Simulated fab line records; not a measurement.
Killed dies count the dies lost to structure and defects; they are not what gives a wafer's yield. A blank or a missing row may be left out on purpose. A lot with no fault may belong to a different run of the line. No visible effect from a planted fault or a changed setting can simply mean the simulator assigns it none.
fab line records	flow sky130	part 1 of 2: steps 1 to 31 of 40
record: lots: 5	wafers: 15	lastDay: 48
route steps=708 shown VIA4@645 METAL5@661 PASSIVATION@681
lots with no fault: from the same line, run without faults
startH: hours from the record's opening day to when the first of the lot's shown wafers began	waitH: hours since the lot's step before	" identical to the entry in the row above	L1.1+2: a single row standing in for several wafers	- no value, or no start was given	* or withheld: withheld	< > ~ a bound
route shown NAME@n: names a module that has steps shown in the file, with the first one's number in the route	usual: average and standard deviation across the fault-free wafers	same: alike in all rows	chamber/n: place in a boat	sites: the reading at each site	_std_site: how widely they spread, as a standard deviation	_edge_site: mean of outer sites minus mean of inner sites	radiusMm: how far each site lies from the wafer's centre	mask NAME#n: copy n	behind: the most recent tool/chamber to have shaped the wafer	hold: why the lot went on hold/how many hours it stayed there/how the hold came to an end	device: the n, p or np transistor that did not switch	end of line: the same wafers' tests at the end of the route	for a step that has no rows: nothing shown but its recipe	killed: at the first sort, the dies lost to defects and structure; wafer yield is something else	map: a wafer's dies, x killed, . not, _ none there
set.NAME: setting as actually run; set.NAME@STEP: the setting as run at that earlier step	model.NAME: the simulator's own value behind a step, which no gauge read
a table for each step, a row for each wafer; lots at some steps of the route
services: when a tool's chamber went out of use (startH, in hours from the record's first day, below 0 if earlier), for how many hours, and the reason
== steps ==
step: SKY_VIA4_COAT_06
recipe: resist: NOVOLAK	spinRpm: 3000	resistThkNm: 1140
lot.wafer	tool	chamber	startH	waitH
L074.1+5+6	lithoTrack-04	0	989.51	0.1
L079.3+5+6	lithoTrack-01	0	1037.47	0.1
L078.2+3+5	lithoTrack-04	0	1041.88	0.1
L083.1+2+3	lithoTrack-01	0	1076.57	0.1
L084.1+2+3	lithoTrack-02	0	1077.38	0.1
step: SKY_VIA4_SOFTBAKE_07
recipe: tempC: 90	timeS: 60	resist: NOVOLAK
lot.wafer	tool	chamber	startH	waitH
L074.1+5+6	lithoTrack-04	0	989.66	0.1
L079.3+5+6	lithoTrack-01	0	1037.62	0.1
L078.2+3+5	lithoTrack-04	0	1042.03	0.1
L083.1+2+3	lithoTrack-01	0	1076.72	0.1
L084.1+2+3	lithoTrack-02	0	1077.53	0.1
step: SKY_VIA4_EXPOSE_08
recipe: maskId: VIM4	na: 0.6	sourceShape: conventional	sigmaOuter: 0.6	polarization: unpolarized	targetCdNm: 800	doseMj: 132
lot.wafer	tool	chamber	startH	waitH	mask
L074.1+5+6	ilineStepper-02	0	-	-	VIM4#0
L079.3+5+6	ilineStepper-01	0	-	-	VIM4#0
L078.2+3+5	ilineStepper-02	0	-	-	VIM4#0
L083.1+2+3	ilineStepper-01	0	-	-	VIM4#0
L084.1+2+3	ilineStepper-01	0	-	-	VIM4#0
step: SKY_VIA4_PEB_09
recipe: tempC: withheld	timeS: *	resist: NOVOLAK
lot.wafer	tool	chamber	startH	waitH
L074.1+5+6	lithoTrack-04	0	-	-
L079.3+5+6	lithoTrack-02	0	-	-
L078.2+3+5	lithoTrack-02	0	-	-
L083.1+2+3	lithoTrack-01	0	-	-
L084.1+2+3	lithoTrack-02	0	-	-
step: SKY_VIA4_DEVELOP_10
recipe: resist: NOVOLAK	developer: TMAH	developTimeS: 60	devTempC: 23
lot.wafer	tool	chamber	startH	waitH
L074.1+5+6	lithoTrack-04	0	1000.86	0.1
L079.3+5+6	lithoTrack-02	0	1047.48	0.1
L078.2+3+5	lithoTrack-02	0	1052.10	0.1
L083.1+2+3	lithoTrack-01	0	1087.42	0.1
L084.1+2+3	lithoTrack-02	0	1087.78	0.1
step: SKY_VIA4_OVL_MEAS_11
usual: VIA4_OVL: 0.8/1.2
lot.wafer	tool	chamber	startH	waitH	VIA4_OVL[nm]
L074.1	overlay-02	-	1001.01	0.1	-1.1
L074.5	"	-	"	"	-0.2
L074.6	"	-	"	"	-0.4
L079.3	overlay-01	-	1047.59	0.1	0.0
L079.5	"	-	"	"	0.1
L079.6	"	-	"	"	0.0
L078.2	overlay-01	-	1052.24	0.1	1.9
L078.3	"	-	"	"	1.8
L078.5	"	-	"	"	0.8
L083.1	overlay-02	-	1087.57	0.1	-2.4
L083.2	"	-	"	"	1.0
L083.3	"	-	"	"	1.3
L084.1	overlay-01	-	1087.93	0.1	-0.5
L084.2	"	-	"	"	1.2
L084.3	"	-	"	"	-1.3
step: SKY_VIA4_ETCH_12
recipe: target: SiO2	chemistry: C4F8/O2/Ar	stopOn: TiN	maskMaterial: NOVOLAK	sourceW: 1500	biasW: 1200	pressureMtorr: 40	c4f8FlowSccm: withheld	O2_flow_sccm: 6	Ar_flow_sccm: 300	timeS: withheld	targetDepthA: 5800
usual: oesProductAu: 0.926/0.0048
lot.wafer	tool	chamber	startH	waitH	oesProductAu
L074.1	rieDiel-03	1	1001.04	0.0	0.923
L074.5	"	1	"	"	0.927
L074.6	"	3	"	"	0.924
L079.3	rieDiel-04	1	1047.62	0.0	0.930
L079.5	"	1	"	"	0.932
L079.6	"	2	"	"	0.925
L078.2	rieDiel-03	0	1052.27	0.0	0.933
L078.3	"	2	"	"	0.923
L078.5	"	0	"	"	0.929
L083.1	rieDiel-01	1	1087.60	0.0	0.928
L083.2	"	0	"	"	0.935
L083.3	"	2	"	"	0.932
L084.1	rieDiel-04	1	1087.97	0.0	0.927
L084.2	"	3	"	"	0.923
L084.3	"	2	"	"	0.921
step: SKY_VIA4_STRIP_13
recipe: chemistry: O2/N2	powerW: 1400	pressureMtorr: 1500	platenTempC: withheld	o2FlowSccm: 3000	n2FlowSccm: 300	overashFraction: 0.5
usual: drypumpMotorCurrentA: 5.7/0.46	oesProductAu: 0.710/0.005	stripTimeToEndpointS: 12.80/0.035
lot.wafer	tool	chamber	startH	waitH	drypumpMotorCurrentA	oesProductAu	rfHoursCounterH	stripTimeToEndpointS
L074.1	plasmaAsher-03	0	1001.12	-	5.8	0.705	25	12.74
L074.5	"	0	"	"	5.8	0.714	-	12.76
L074.6	"	1	"	"	6.5	0.717	-	12.82
L079.3	plasmaAsher-01	0	1047.72	-	5.9	0.710	-	12.82
L079.5	"	1	"	"	5.5	0.711	-	12.83
L079.6	"	0	"	"	5.9	0.718	-	12.77
L078.2	plasmaAsher-02	1	1052.34	-	5.5	0.707	97	12.77
L078.3	"	0	"	"	5.0	0.701	-	12.83
L078.5	"	1	"	"	5.5	0.702	-	12.72
L083.1	plasmaAsher-01	0	1087.68	-	5.9	0.716	2	12.77
L083.2	"	1	"	"	5.5	0.708	2	12.80
L083.3	"	0	"	"	5.9	0.710	-	12.77
L084.1	plasmaAsher-03	1	1088.04	-	6.5	0.710	33	12.77
L084.2	"	0	"	"	5.8	0.707	33	12.75
L084.3	"	0	"	"	5.8	0.701	-	12.78
step: SKY_VIA4_STRIP_14
recipe: chemistry: postEtchResidueRemover	timeS: 1200	tempC: 72.5
lot.wafer	tool	chamber	startH	waitH
L074.1+5+6	wetBench-01	3	1001.22	0.1
L079.3+5+6	wetBench-01	1	1047.79	0.0
L078.2+3+5	wetBench-02	3	1052.44	0.1
L083.1+2+3	wetBench-01	1	1087.78	0.1
L084.1+2+3	wetBench-03	3	1088.14	0.1
step: SKY_VIA4_CLEAN_15
recipe: chemistry: IPA	timeS: 180	tempC: 25
lot.wafer	tool	chamber	startH	waitH
L074.1+5+6	wetBench-03	1	1001.56	0.0
L079.3+5+6	wetBench-03	0	1048.16	0.0
L078.2+3+5	wetBench-01	3	1052.78	0.0
L083.1+2+3	wetBench-02	0	1088.12	0.0
L084.1+2+3	wetBench-02	2	1088.48	0.0
step: SKY_VIA4_CLEAN_16
recipe: chemistry: O3/DIW	dry: n2Spin
lot.wafer	tool	chamber	startH	waitH
L074.1+5+6	wetBench-03	1	1001.62	0.0
L079.3+5+6	wetBench-01	1	1048.22	0.0
L078.2+3+5	wetBench-03	1	1052.84	0.0
L083.1+2+3	wetBench-01	1	1088.18	0.0
L084.1+2+3	wetBench-01	1	1088.54	0.0
step: SKY_VIA4_SPUTTER_17
recipe: material: TiN	targetThkNm: 20	chamberPressurePa: 5	powerW: 4000	timeS: 80
usual: throttleValvePct: 30.1/0.98
lot.wafer	tool	chamber	startH	waitH	throttleValvePct
L074.1	pvdSputter-01	-	1001.72	0.0	29.1
L074.5	"	-	"	"	29.0
L074.6	"	-	"	"	29.0
L079.3	pvdSputter-01	-	1048.32	0.0	30.7
L079.5	"	-	"	"	28.9
L079.6	"	-	"	"	29.1
L078.2	pvdSputter-04	-	1052.94	0.0	29.6
L078.3	"	-	"	"	29.7
L078.5	"	-	"	"	31.7
L083.1	pvdSputter-02	-	1088.27	0.0	29.7
L083.2	"	-	"	"	30.6
L083.3	"	-	"	"	32.0
L084.1	pvdSputter-02	-	1088.63	0.0	29.5
L084.2	"	-	"	"	30.8
L084.3	"	-	"	"	31.0
step: SKY_VIA4_CVD_18
recipe: material: W	targetThkNm: 505	timeS: 152.14	tempC: 400	pressureTorr: 40
usual: heaterPowerW: 832/55	susceptorTempC: 400.01/0.19
lot.wafer	tool	chamber	startH	waitH	heaterPowerW	susceptorTempC
L074.1	cvdW-02	1	1001.78	0.0	785	399.84
L074.5	"	0	"	"	802	400.13
L074.6	"	1	"	"	786	399.99
L079.3	cvdW-02	1	1048.44	0.1	800	400.07
L079.5	"	0	"	"	824	399.85
L079.6	"	1	"	"	793	400.10
L078.2	cvdW-02	1	1053.00	0.0	793	399.56
L078.3	"	0	"	"	831	400.17
L078.5	"	1	"	"	783	399.86
L083.1	cvdW-01	1	1088.33	0.0	960	400.12
L083.2	"	0	"	"	808	400.15
L083.3	"	1	"	"	957	400.32
L084.1	cvdW-02	1	1088.69	0.0	804	400.20
L084.2	"	0	"	"	808	400.20
L084.3	"	1	"	"	828	399.97
step: SKY_VIA4_RS_MEAS_19
recipe: thkMeasGauge: four-point-probe	reads: W_of_VIA4_CVD_18+TiN_of_VIA4_SPUTTER_17
usual: VIA4_W_RS: 0.2241/0.0029
lot.wafer	tool	chamber	startH	waitH	VIA4_W_RS[ohm/sq]
L074.1	filmMetro-04	-	1001.93	0.1	0.2219
L074.5	"	-	"	"	0.2244
L074.6	"	-	"	"	0.2201
L079.3	filmMetro-04	-	1048.58	0.1	0.2226
L079.5	"	-	"	"	0.2210
L079.6	"	-	"	"	0.2177
L078.2	filmMetro-02	-	1053.17	0.1	0.2233
L078.3	"	-	"	"	0.2184
L078.5	"	-	"	"	0.2231
L083.1	filmMetro-04	-	1088.48	0.1	0.2269
L083.2	"	-	"	"	0.2286
L083.3	"	-	"	"	0.2223
L084.1	filmMetro-03	-	1088.84	0.1	0.2245
L084.2	"	-	"	"	0.2238
L084.3	"	-	"	"	0.2212
step: SKY_VIA4_THK_MEAS_20
recipe: thkMeasGauge: xrf	reads: W_of_VIA4_CVD_18
usual: VIA4_W_THK: 503/7.1
lot.wafer	tool	chamber	startH	waitH	VIA4_W_THK[nm]
L074.1	filmMetro-04	-	1002.05	0.1	503
L074.5	"	-	"	"	501
L074.6	"	-	"	"	511
L079.3	filmMetro-04	-	1048.68	0.1	503
L079.5	"	-	"	"	508
L079.6	"	-	"	"	514
L078.2	filmMetro-02	-	1053.28	0.1	508
L078.3	"	-	"	"	518
L078.5	"	-	"	"	511
L083.1	filmMetro-04	-	1088.60	0.1	492
L083.2	"	-	"	"	485
L083.3	"	-	"	"	501
L084.1	filmMetro-03	-	1088.96	0.1	501
L084.2	"	-	"	"	502
L084.3	"	-	"	"	506
step: SKY_VIA4_CMP_21
recipe: stopOn: SiO2	tOverpolishS: 25	downForcePsi: 3.5	platenRpm: 60	targetThkNm: 0	padVelocityMS: 0.94248
usual: edgeZonePressureFrac: 1.000/0.0047	motorCurrentA: 11.2/1.2	overpolishRunS: 25.000/0.0082	timeToEndpointS: 123/4.8
lot.wafer	tool	chamber	startH	waitH	edgeZonePressureFrac	motorCurrentA	overpolishRunS	timeToEndpointS
L074.1	cmp-02	3	1002.16	0.1	1.010	9.3	25.004	119
L074.5	"	2	"	"	1.004	10.6	25.004	129
L074.6	"	3	"	"	1.002	8.6	24.992	118
L079.3	cmp-01	1	1048.77	0.1	0.996	11.0	25.014	122
L079.6	"	0	"	"	0.995	12.3	24.989	133
L079.5	"	1	"	"	1.000	10.5	25.001	127
L078.3	cmp-01	3	1053.38	0.1	0.997	10.4	24.993	122
L078.2	"	1	"	"	1.003	10.9	25.007	123
L078.5	"	2	"	"	1.001	12.1	24.998	117
L083.1	cmp-02	0	1088.74	0.1	1.005	12.1	25.008	121
L083.3	"	1	"	"	1.001	11.4	25.003	129
L083.2	"	2	"	"	0.997	11.6	25.012	126
L084.1	cmp-01	2	1089.02	0.1	1.008	12.0	25.022	126
L084.3	"	3	"	"	0.997	10.3	25.006	124
L084.2	"	0	"	"	1.001	12.7	25.012	136
step: SKY_METAL5_SPUTTER_00
recipe: material: Ti	targetThkNm: 15	powerW: 3000	timeS: 10	chamberPressurePa: 0.4
usual: throttleValvePct: 30.1/1.1
lot.wafer	tool	chamber	startH	waitH	throttleValvePct
L074.1	pvdSputter-02	-	1002.41	0.2	29.7
L074.5	"	-	"	"	32.1
L074.6	"	-	"	"	31.1
L079.3	pvdSputter-03	-	1049.02	0.2	29.5
L079.5	"	-	"	"	29.4
L079.6	"	-	"	"	28.9
L078.2	pvdSputter-03	-	1053.63	0.1	31.0
L078.3	"	-	"	"	29.0
L078.5	"	-	"	"	30.8
L083.1	pvdSputter-02	-	1089.04	0.2	31.0
L083.2	"	-	"	"	29.7
L083.3	"	-	"	"	30.8
L084.1	pvdSputter-03	-	1089.32	0.2	31.1
L084.2	"	-	"	"	29.2
L084.3	"	-	"	"	29.1
step: SKY_METAL5_SPUTTER_01
recipe: material: TiN	targetThkNm: 20	powerW: 6500	timeS: 16.7	chamberPressurePa: 0.4
usual: throttleValvePct: 30.1/1.1
lot.wafer	tool	chamber	startH	waitH	throttleValvePct
L074.1	pvdSputter-02	-	1002.44	0.0	29.4
L074.5	"	-	"	"	31.8
L074.6	"	-	"	"	30.9
L079.3	pvdSputter-03	-	1049.04	0.0	29.4
L079.5	"	-	"	"	29.5
L079.6	"	-	"	"	28.7
L078.2	pvdSputter-03	-	1053.65	0.0	30.9
L078.3	"	-	"	"	28.7
L078.5	"	-	"	"	30.9
L083.1	pvdSputter-02	-	1089.06	0.0	30.7
L083.2	"	-	"	"	29.6
L083.3	"	-	"	"	30.7
L084.1	pvdSputter-03	-	1089.35	0.0	31.0
L084.2	"	-	"	"	28.7
L084.3	"	-	"	"	29.7
step: SKY_METAL5_SPUTTER_02
recipe: material: AlCu	targetThkNm: 1150	powerW: 10600	timeS: 61.2	chamberPressurePa: 0.4
usual: throttleValvePct: 30.1/1.1
lot.wafer	tool	chamber	startH	waitH	throttleValvePct
L074.1	pvdSputter-02	-	1002.46	0.0	29.7
L074.5	"	-	"	"	31.9
L074.6	"	-	"	"	30.9
L079.3	pvdSputter-03	-	1049.07	0.0	29.4
L079.5	"	-	"	"	29.4
L079.6	"	-	"	"	28.8
L078.2	pvdSputter-03	-	1053.68	0.0	31.0
L078.3	"	-	"	"	29.0
L078.5	"	-	"	"	31.1
L083.1	pvdSputter-02	-	1089.09	0.0	31.1
L083.2	"	-	"	"	29.4
L083.3	"	-	"	"	30.9
L084.1	pvdSputter-03	-	1089.37	0.0	31.0
L084.2	"	-	"	"	29.0
L084.3	"	-	"	"	29.2
step: SKY_METAL5_SPUTTER_03
recipe: material: Ti	targetThkNm: 5	powerW: 3000	timeS: 3.3	chamberPressurePa: 0.3874
usual: throttleValvePct: 30.1/1.1
lot.wafer	tool	chamber	startH	waitH	throttleValvePct
L074.1	pvdSputter-02	-	1002.51	0.0	29.8
L074.5	"	-	"	"	31.7
L074.6	"	-	"	"	30.8
L079.3	pvdSputter-03	-	1049.12	0.0	29.4
L079.5	"	-	"	"	29.3
L079.6	"	-	"	"	29.1
L078.2	pvdSputter-03	-	1053.73	0.0	31.1
L078.3	"	-	"	"	28.7
L078.5	"	-	"	"	30.8
L083.1	pvdSputter-02	-	1089.14	0.0	30.7
L083.2	"	-	"	"	29.5
L083.3	"	-	"	"	30.8
L084.1	pvdSputter-03	-	1089.42	0.0	30.7
L084.2	"	-	"	"	28.6
L084.3	"	-	"	"	29.3
step: SKY_METAL5_SPUTTER_04
recipe: material: TiN	targetThkNm: 70	powerW: 6500	timeS: 58.3	chamberPressurePa: 0.4
usual: throttleValvePct: 30.1/1.1
lot.wafer	tool	chamber	startH	waitH	throttleValvePct
L074.1	pvdSputter-02	-	1002.53	0.0	29.4
L074.5	"	-	"	"	32.0
L074.6	"	-	"	"	31.0
L079.3	pvdSputter-03	-	1049.13	0.0	29.5
L079.5	"	-	"	"	29.2
L079.6	"	-	"	"	29.0
L078.2	pvdSputter-03	-	1053.75	0.0	30.9
L078.3	"	-	"	"	29.0
L078.5	"	-	"	"	31.1
L083.1	pvdSputter-02	-	1089.16	0.0	30.9
L083.2	"	-	"	"	29.4
L083.3	"	-	"	"	30.9
L084.1	pvdSputter-03	-	1089.44	0.0	31.0
L084.2	"	-	"	"	28.8
L084.3	"	-	"	"	29.4
step: SKY_METAL5_RS_MEAS_05
recipe: thkMeasGauge: four-point-probe	reads: TiN_of_METAL5_SPUTTER_04+Ti_of_METAL5_SPUTTER_03+AlCu_of_METAL5_SPUTTER_02+TiN_of_METAL5_SPUTTER_01+Ti_of_METAL5_SPUTTER_00
usual: METAL5_ALCU_RS: 0.0271/0.00044
lot.wafer	tool	chamber	startH	waitH	METAL5_ALCU_RS[ohm/sq]
L074.1	filmMetro-01	-	1002.58	0.0	0.0270
L074.5	"	-	"	"	0.0272
L074.6	"	-	"	"	0.0272
L079.3	filmMetro-02	-	1049.22	0.1	0.0272
L079.5	"	-	"	"	0.0272
L079.6	"	-	"	"	0.0274
L078.2	filmMetro-02	-	1053.82	0.0	0.0270
L078.3	"	-	"	"	0.0271
L078.5	"	-	"	"	0.0271
L083.1	filmMetro-02	-	1089.20	0.0	0.0274
L083.2	"	-	"	"	0.0271
L083.3	"	-	"	"	0.0277
L084.1	filmMetro-04	-	1089.49	0.0	0.0271
L084.2	"	-	"	"	0.0269
L084.3	"	-	"	"	0.0268
step: SKY_METAL5_THK_MEAS_06
recipe: thkMeasGauge: xrf	reads: AlCu_of_METAL5_SPUTTER_02
usual: METAL5_ALCU_THK: 1144/20
lot.wafer	tool	chamber	startH	waitH	METAL5_ALCU_THK[nm]
L074.1	filmMetro-01	-	1002.70	0.1	1131
L074.5	"	-	"	"	1136
L074.6	"	-	"	"	1130
L079.3	filmMetro-02	-	1049.32	0.1	1142
L079.5	"	-	"	"	1141
L079.6	"	-	"	"	1139
L078.2	filmMetro-02	-	1053.93	0.1	1154
L078.3	"	-	"	"	1148
L078.5	"	-	"	"	1146
L083.1	filmMetro-02	-	1089.32	0.1	1135
L083.2	"	-	"	"	1143
L083.3	"	-	"	"	1118
L084.1	filmMetro-04	-	1089.61	0.1	1144
L084.2	"	-	"	"	1159
L084.3	"	-	"	"	1164
step: SKY_METAL5_DEHYDRATE_07
recipe: tempC: 200	timeS: 60
lot.wafer	tool	chamber	startH	waitH
L074.1+5+6	lithoTrack-01	0	1013.62	10.9
L079.3+5+6	lithoTrack-03	0	1060.31	11.0
L078.2+3+5	lithoTrack-01	0	1064.64	10.7
L083.1+2+3	lithoTrack-01	0	1098.47	9.1
L084.1+2+3	lithoTrack-02	0	1098.78	9.2
step: SKY_METAL5_HMDS_08
recipe: primeTimeS: 60	primeTempC: 120
lot.wafer	tool	chamber	startH	waitH
L074.1+5+6	lithoTrack-01	0	1013.77	0.1
L079.3+5+6	lithoTrack-03	0	1060.46	0.1
L078.2+3+5	lithoTrack-01	0	1064.79	0.1
L083.1+2+3	lithoTrack-01	0	1098.62	0.1
L084.1+2+3	lithoTrack-02	0	1098.93	0.1
step: SKY_METAL5_COAT_09
recipe: resist: NOVOLAK	spinRpm: 3000	resistThkNm: 1800
lot.wafer	tool	chamber	startH	waitH
L074.1+5+6	lithoTrack-01	0	1013.92	0.1
L079.3+5+6	lithoTrack-03	0	1060.61	0.1
L078.2+3+5	lithoTrack-01	0	1064.94	0.1
L083.1+2+3	lithoTrack-01	0	1098.77	0.1
L084.1+2+3	lithoTrack-02	0	1099.08	0.1
step: SKY_METAL5_SOFTBAKE_10
recipe: tempC: 90	timeS: 60	resist: NOVOLAK
lot.wafer	tool	chamber	startH	waitH
L074.1+5+6	lithoTrack-01	0	1014.07	0.1
L079.3+5+6	lithoTrack-03	0	1060.76	0.1
L078.2+3+5	lithoTrack-01	0	1065.09	0.1
L083.1+2+3	lithoTrack-01	0	1098.92	0.1
L084.1+2+3	lithoTrack-02	0	1099.23	0.1
step: SKY_METAL5_EXPOSE_11
recipe: maskId: MM5	na: 0.6	sourceShape: conventional	sigmaOuter: 0.6	polarization: unpolarized	targetCdNm: 1600	doseMj: 190
lot.wafer	tool	chamber	startH	waitH	mask
L074.1+5+6	ilineStepper-01	0	-	-	MM5#0
L079.3+5+6	ilineStepper-02	0	-	-	MM5#0
L078.2+3+5	ilineStepper-01	0	-	-	MM5#0
L083.1+2+3	ilineStepper-02	0	-	-	MM5#0
L084.1+2+3	ilineStepper-01	0	-	-	MM5#0
step: SKY_METAL5_PEB_12
recipe: tempC: withheld	timeS: *	resist: NOVOLAK
lot.wafer	tool	chamber	startH	waitH
L074.1+5+6	lithoTrack-01	0	-	-
L079.3+5+6	lithoTrack-01	0	-	-
L078.2+3+5	lithoTrack-03	0	-	-
L083.1+2+3	lithoTrack-01	0	-	-
L084.1+2+3	lithoTrack-02	0	-	-
step: SKY_METAL5_DEVELOP_13
recipe: resist: NOVOLAK	developer: TMAH	developTimeS: 60	devTempC: 23
lot.wafer	tool	chamber	startH	waitH
L074.1+5+6	lithoTrack-01	0	1025.72	0.1
L079.3+5+6	lithoTrack-01	0	1070.57	0.1
L078.2+3+5	lithoTrack-03	0	1074.88	0.1
L083.1+2+3	lithoTrack-01	0	1109.57	0.1
L084.1+2+3	lithoTrack-02	0	1109.83	0.1
step: SKY_METAL5_DESCUM_14
recipe: chemistry: O2	sourcePowerW: 150	biasPowerW: 0	pressureMtorr: 10	tempC: 40	timeS: 11
usual: drypumpMotorCurrentA: 5.7/0.31	oesProductAu: 1.007/0.014
same: biasPowerW: 0
lot.wafer	tool	chamber	startH	waitH	drypumpMotorCurrentA	oesProductAu	rfHoursCounterH
L074.1	rieMetal-04	0	1025.87	0.1	5.7	0.989	5
L074.5	"	0	"	"	5.7	0.991	-
L074.6	"	1	"	"	5.9	1.026	-
L079.3	rieMetal-03	0	1070.68	0.1	6.0	1.014	-
L079.5	"	1	"	"	5.8	1.017	-
L079.6	"	0	"	"	6.0	1.010	-
L078.2	rieMetal-03	0	1075.01	0.1	6.0	1.017	15
L078.3	"	0	"	"	6.0	1.018	-
L078.5	"	0	"	"	6.0	1.015	-
L083.1	rieMetal-02	1	1109.72	0.1	5.1	1.016	13
L083.2	"	1	"	"	5.1	1.011	-
L083.3	"	1	"	"	5.1	1.011	-
L084.1	rieMetal-04	0	1109.98	0.1	5.7	0.987	10
L084.2	"	1	"	"	6.0	1.021	24
L084.3	"	0	"	"	5.7	0.991	-
